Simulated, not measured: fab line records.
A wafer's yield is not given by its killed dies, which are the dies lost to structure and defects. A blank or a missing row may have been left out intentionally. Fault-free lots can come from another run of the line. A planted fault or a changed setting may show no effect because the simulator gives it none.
Which tool is to blame?	flow sky130	Sampling: 6 lots, 18 wafers, 2 of 708 route steps

## WHAT EACH GAUGE READ, for each wafer
SKY_METAL4_CD_MEAS_13: the cd target is 300 nm.
lot	measured	on	cd_nm (nm)
L434	day 42 10:44	cd_sem-01	298.7 299.3 299.1
L439	day 43 23:23	cd_sem-02	296.3 297.9 297.3
L443	day 44 19:40	cd_sem-01	297.8 297.9 298.9
L447	day 45 19:56	cd_sem-01	299.1 298.4 300.6
L453	day 47 14:54	cd_sem-02	289.2 289.2 288.5
L456	day 47 18:17	cd_sem-01	302.2 299.4 299.8

## EACH LOT AND THE TOOL THAT RAN IT (in order: tool; ch and the chambers of the sampled wafers; start)
lot	SKY_METAL4_EXPOSE_10
L434	krf_scanner-01 ch 0, day 41 23:02
L439	krf_scanner-01 ch 0, day 43 11:53
L443	krf_scanner-01 ch 0, day 44 08:11
L447	krf_scanner-01 ch 0, day 45 08:23
L453	krf_scanner-02 ch 0, day 47 04:40
L456	krf_scanner-01 ch 0, day 47 07:59
- SKY_METAL4_EXPOSE_10: exposes mask MM4, target cd 300 nm.

## THE ANSWER, worked out from the rows above alone
Rule: what is usual is taken from the lots themselves. The widest of any qualifying gaps counts: lots, ordered by their means at a reading, are off when they make up no more than a third of the lots, leave a main group of 4 or more, and stand apart from it by 3 or more times the standard deviation of that group's means. The tables above print the reading to a certain number of digits; a main group whose means all agree to those digits is not used. A lot without any number at a reading at which 4 lots or more have one is off too. Any other lot the step has rows for is counted as sound.
Off, at SKY_METAL4_CD_MEAS_13 on cd_nm: L453. The main group: mean 298.8 nm, standard deviation 1.1.
If a tool, at a process step before that reading, ran all the lots that are off and no sound lot after the first of them, it fits. Those tools and the gauges at SKY_METAL4_CD_MEAS_13 are tried in the same way. 2 tools fit, krf_scanner-02 at SKY_METAL4_EXPOSE_10 and cd_sem-02 at SKY_METAL4_CD_MEAS_13, so this cannot tell which one it is.

## WHAT THE SIMULATOR HAD INSERTED
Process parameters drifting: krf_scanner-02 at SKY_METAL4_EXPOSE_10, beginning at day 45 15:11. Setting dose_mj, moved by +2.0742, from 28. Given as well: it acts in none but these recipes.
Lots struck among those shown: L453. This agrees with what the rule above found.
